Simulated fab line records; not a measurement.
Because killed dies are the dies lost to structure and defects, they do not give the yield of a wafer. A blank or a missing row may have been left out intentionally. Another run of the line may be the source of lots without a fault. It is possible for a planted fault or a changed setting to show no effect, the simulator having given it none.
Matching of chambers :: flow gf180mcu :: GF_V2_CMP_26 on cmp-02: 4 sister chambers
The step polishes, stops on SiO2, t overpolish 15 s, target thk 0 nm. 8 wafers are shown with their chamber, then 7 later ones without.

## EACH WAFER AND ITS CHAMBER
wafer: L102.3
chamber: 2
motor current A (A): 10.3
edge zone pressure frac: 1.001

wafer: L107.1
chamber: 1
motor current A (A): 10.1
edge zone pressure frac: 0.996

wafer: L107.2
chamber: 2
motor current A (A): 10.6
edge zone pressure frac: 1.009

wafer: L107.4
chamber: 0
motor current A (A): 12.8
edge zone pressure frac: 0.996

wafer: L115.1
chamber: 0
motor current A (A): 12.9
edge zone pressure frac: 0.997

wafer: L115.5
chamber: 3
motor current A (A): 11.2
edge zone pressure frac: 0.991

wafer: L116.1
chamber: 1
motor current A (A): 10.6
edge zone pressure frac: 0.999

wafer: L116.2
chamber: 3
motor current A (A): 11.3
edge zone pressure frac: 1.007

## WAFERS WITH NO CHAMBER GIVEN
wafer: L116.4
motor current A (A): 13.4
edge zone pressure frac: 0.992

wafer: L117.1
motor current A (A): 11.0
edge zone pressure frac: 1.009

wafer: L117.3
motor current A (A): 10.2
edge zone pressure frac: 0.995

wafer: L117.5
motor current A (A): 13.2
edge zone pressure frac: 1.002

wafer: L118.1
motor current A (A): 10.1
edge zone pressure frac: 1.009

wafer: L118.4
motor current A (A): 13.3
edge zone pressure frac: 0.995

wafer: L118.5
motor current A (A): 10.0
edge zone pressure frac: 0.997

## WHICH CHAMBER EACH WENT THROUGH
wafer: L116.4
from the rows above: 0
in truth: 0

wafer: L117.1
from the rows above: can't be placed: 3 or 2 or 1
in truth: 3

wafer: L117.3
from the rows above: can't be placed: 1 or 2
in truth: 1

wafer: L117.5
from the rows above: 0
in truth: 0

wafer: L118.1
from the rows above: can't be placed: 2 or 1
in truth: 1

wafer: L118.4
from the rows above: 0
in truth: 0

wafer: L118.5
from the rows above: can't be placed: 1 or 2
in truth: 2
Correctly placed: 3 of 7. Can't be placed from these rows: 4 (the true chamber is among the candidates in 4). 0 placed wrongly.
How it was worked out, from the rows above alone: a wafer's distance from a chamber is the root of the sum, over the readings, of the square of ((its reading less the chamber's mean) divided by the reading's scatter). The wafer belongs to the nearest chamber; if the next one is less than 2 further off, it can't be placed. The mean given for a chamber averages the wafers shown for that chamber. The scatter: take each reading less its chamber's mean, square it, sum over the shown wafers, divide by the number of wafers less the number of chambers, and take the root.
